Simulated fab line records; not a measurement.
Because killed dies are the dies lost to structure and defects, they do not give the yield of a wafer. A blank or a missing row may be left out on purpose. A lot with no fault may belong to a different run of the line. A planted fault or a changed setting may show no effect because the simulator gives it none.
Which of the tools did it? -- flow gf180mcu -- 31 wafers from 11 lots sampled at 4 of the route's 602 steps

## WHAT EACH GAUGE READ, for each wafer
GF_V5_RS_MEAS_24: the measuring method here is four-point-probe.
lot,measured,on,V5_W_RS (ohm/sq)
L697,day 28 00:12,film_metro-01,0.329 0.327 0.327
L698,day 28 09:44,film_metro-03,0.327 0.330 0.329
L699,day 28 19:43,film_metro-03,0.315 0.331 0.320
L700,day 29 03:04,film_metro-02,0.333 0.328 0.329
L702,day 29 16:22,film_metro-01,0.324 0.323 0.323
L703,day 30 02:20,film_metro-02,0.317 0.315 0.328
L704,day 30 08:05,film_metro-01,0.326 0.331 0.331
L706,day 30 18:28,film_metro-01,0.240 0.240 0.240 0.240
L708,day 31 12:20,film_metro-01,0.237 0.239 0.237 0.238
L715,day 33 08:13,film_metro-03,0.332 0.319 0.335
L717,day 33 15:23,film_metro-01,0.327 0.323 0.328

## WHAT TOOL EACH LOT RAN ON (gives the tool, then ch and the chambers of the sampled wafers, and finally the start)
lot,GF_MIM_SPUTTER_08,GF_V5_STRIP_18,GF_V5_CVD_23
L697,"pvd_sputter-03, day 25 07:53","plasma_asher-01 ch 0,1, day 27 23:25","cvd_w-02 ch 0,1, day 28 00:05"
L698,"pvd_sputter-01, day 25 17:39","plasma_asher-03 ch 0,1, day 28 08:58","cvd_w-02 ch 0,1, day 28 09:37"
L699,"pvd_sputter-01, day 26 05:02","plasma_asher-01 ch 1, day 28 18:58","cvd_w-01 ch 0,1, day 28 19:36"
L700,"pvd_sputter-03, day 26 13:10","plasma_asher-03 ch 0,1, day 29 02:19","cvd_w-02 ch 0,1, day 29 02:58"
L702,"pvd_sputter-01, day 27 03:50","plasma_asher-03 ch 0,1, day 29 15:35","cvd_w-02 ch 0,1, day 29 16:16"
L703,"pvd_sputter-03, day 27 14:05","plasma_asher-04 ch 0,1, day 30 01:33","cvd_w-01 ch 0,1, day 30 02:13"
L704,"pvd_sputter-03, day 27 20:56","plasma_asher-01 ch 0,1, day 30 07:19","cvd_w-02 ch 0,1, day 30 07:57"
L706,"pvd_sputter-03, day 28 07:22","plasma_asher-01 ch 1, day 30 17:40","cvd_w-02 ch 1, day 30 18:20"
L708,"pvd_sputter-03, day 29 02:29","plasma_asher-01 ch 0,1, day 31 11:34","cvd_w-02 ch 0,1, day 31 12:12"
L715,"pvd_sputter-01, day 31 03:11","plasma_asher-04 ch 0,1, day 33 07:27","cvd_w-01 ch 0,1, day 33 08:05"
L717,"pvd_sputter-02, day 31 12:08","plasma_asher-03 ch 0,1, day 33 14:37","cvd_w-02 ch 0,1, day 33 15:15"
- GF_MIM_SPUTTER_08: material AlCu, target thk 200 nm, time 10.6 s.
- GF_V5_STRIP_18: strips in O2/N2.
- GF_V5_CVD_23: deposits W, target thk 350 nm, time 104.9 s.

## THE ANSWER, worked out from the rows above alone
Rule: the usual values come from the lots themselves. Put in order of their means at a reading, lots are off if they are a third of the lots or fewer, leave a main group of 4 or more, and stand apart from it by a gap of 3 or more times the standard deviation of the main group's means; of several such gaps the widest counts. The tables above print the reading to a certain number of digits; a main group whose means all agree to those digits is not used. A lot without any number at a reading at which 4 lots or more have one is off too. Where the step has rows for the other lots, those lots are counted as sound.
Off: L706, L708, at GF_V5_RS_MEAS_24 (V5_W_RS). For the main group the mean is 0.326 ohm/sq and the standard deviation 0.0034.
If a tool, at a process step before that reading, ran all the lots that are off and no sound lot after the first of them, it fits. Gauges at GF_V5_RS_MEAS_24: tried the same way as those tools. Can't be told from this: 2 tools fit, pvd_sputter-03 at GF_MIM_SPUTTER_08, plasma_asher-01 at GF_V5_STRIP_18.

## WHAT WAS PUT IN BY THE SIMULATOR
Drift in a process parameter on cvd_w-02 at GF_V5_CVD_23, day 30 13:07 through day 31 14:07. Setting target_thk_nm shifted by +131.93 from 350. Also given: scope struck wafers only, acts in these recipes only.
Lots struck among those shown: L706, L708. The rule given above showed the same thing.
